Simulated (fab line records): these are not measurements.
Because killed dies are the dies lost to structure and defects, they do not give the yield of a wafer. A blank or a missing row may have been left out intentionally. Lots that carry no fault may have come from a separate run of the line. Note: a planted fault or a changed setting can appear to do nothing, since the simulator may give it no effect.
Matching of chambers | flow sky130 | cmp-01 running SKY_CONTACT_CMP_27: 4 sister chambers
The step polishes, stops on SiO2, t overpolish 15 s, target thk 0 nm. 8 wafers are shown with their chamber, then 6 later ones without.

## WAFERS, EACH WITH ITS CHAMBER
wafer  | chamber | motor current A (A) | time to endpoint s (s)
L372.4 | 3       | 14.4                | 85
L373.2 | 2       | 12.6                | 83
L373.3 | 3       | 13.6                | 86
L375.2 | 0       | 10.3                | 81
L375.3 | 2       | 13.2                | 84
L375.4 | 1       | 13.3                | 85
L376.4 | 1       | 13.0                | 85
L376.5 | 0       | 10.1                | 87

## WAFERS WHOSE CHAMBER IS MISSING
wafer  | motor current A (A) | time to endpoint s (s)
L382.1 | 13.2                | 83
L382.3 | 9.9                 | 83
L382.5 | 12.9                | 85
L381.1 | 13.5                | 78
L381.4 | 13.6                | 82
L381.6 | 12.5                | 84

## CHAMBER TAKEN BY EACH
wafer  | from the rows above          | in truth
L382.1 | can't be placed: 2 or 1 or 3 | 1
L382.3 | 0                            | 0
L382.5 | can't be placed: 1 or 2      | 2
L381.1 | can't be placed: 2 or 1 or 3 | 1
L381.4 | can't be placed: 1 or 3 or 2 | 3
L381.6 | can't be placed: 2 or 1      | 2
Placed correctly: 1 of 6. Cannot be placed on the basis of these rows: 5; the candidates contain the true chamber in 5. Number placed wrongly: 0.
How it was worked out, from the rows above alone: a wafer's distance from a chamber is the root of the sum, over the readings, of the square of ((its reading less the chamber's mean) divided by the reading's scatter). The wafer belongs to the nearest chamber; if the next one is less than 2 further off, it can't be placed. For every chamber, the mean is computed from those of its wafers that are shown. The scatter: the root of (the sum of the squares of (reading less its chamber's mean) over the shown wafers, divided by (wafers less chambers)).
